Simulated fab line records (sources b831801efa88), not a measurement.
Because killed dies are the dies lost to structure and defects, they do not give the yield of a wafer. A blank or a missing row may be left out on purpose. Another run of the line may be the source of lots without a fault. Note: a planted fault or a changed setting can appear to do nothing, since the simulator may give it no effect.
Problem report, 8D (eight disciplines) form, completed by code -- flow gf180mcu -- the parts of the form that need people (team, actions taken, sign-off) are left out

== 1. PROBLEM STATEMENT ==
Mean of runLengthS at GF_POLY_GATE_SOFTBAKE_06: 102.59 s across 6 wafers in 2 lots; on wafers with no fault it is 89.25 s (standard deviation 0.21). That puts it +64 standard deviations away from the usual mean.
The step: time 60 s.
Earliest sighting: wafer L267.2 on lithoTrack-03 at day 11 01:00. Wafers with a number at this step in the record: 39, from 13 lots. The rule behind "out" and "out of limits": a value lying over 4 standard deviations away from the usual mean. The rest of the wafers with a number are treated as sound.

== 2. WHAT IT IS, WHAT IT ISN'T ==
question,is,is not
which readings at this step,runLengthS,resistLineTempC
which lots,"L267, L268","L259, L261, L263, L264, L265, L266, L277, L278, L279, L280, L281"
which wafers of those lots,all that have a number,-
read on which tools,lithoTrack-03,"lithoTrack-01, lithoTrack-04"
when,from day 11 01:00,"up to then (18 sound wafers); but 15 sound wafers of L277, L278, L279, L280, L281 came after"

== 3. SUSPECTS, AND WHAT RULES EACH OUT ==
Counting: a tool at any process step up to the reading remains a suspect when it ran all the lots that are out and ran no sound lot after the first of those.
- rieDiel-01 at GF_STI_ETCH_13 (etches the open film in CHF3/O2, stops on Si, target depth 282.31 nm, time 112.9 s): ruled out as a lasting fault. The sound lots L280, L281 went through it after L267, its earliest lot that is out (day 3 19:18).
- lithoTrack-03 at GF_POLY_GATE_SOFTBAKE_06 (time 60 s): ruled out as a lasting fault. The sound lots L279 went through it after L267, its earliest lot that is out (day 11 01:00).
Left after counting: nothing in the record.

== 4. THE CAUSE (what the simulator had put in) ==
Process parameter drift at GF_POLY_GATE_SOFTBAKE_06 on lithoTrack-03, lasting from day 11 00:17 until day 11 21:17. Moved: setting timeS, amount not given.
Counting ruled it out, wrongly.

== 5. THE EFFECT CHAIN, in route order ==
One row per reading whose mean, taken over the struck wafers that have a number, lies over 3 standard deviations from the usual. Readings are gone through only where the record gives a usual standard deviation; hours: the median, over the lots, of the time from a lot's start at the first step in this table giving one to that lot's start at this step; sigmas: the change measured in usual standard deviations.
hours,step,reading,usual,on struck wafers,change,sigmas
0,GF_POLY_GATE_SOFTBAKE_06,runLengthS,89.25 s,102.59,+13.34,+64
Here are the process steps it includes:
- GF_POLY_GATE_SOFTBAKE_06: time 60 s.

== 6. HOW IT WOULD HAVE BEEN CAUGHT EARLIER ==
In this record the first reading out of limits was taken at day 11 01:00, 1 hour after the fault began at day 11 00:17.
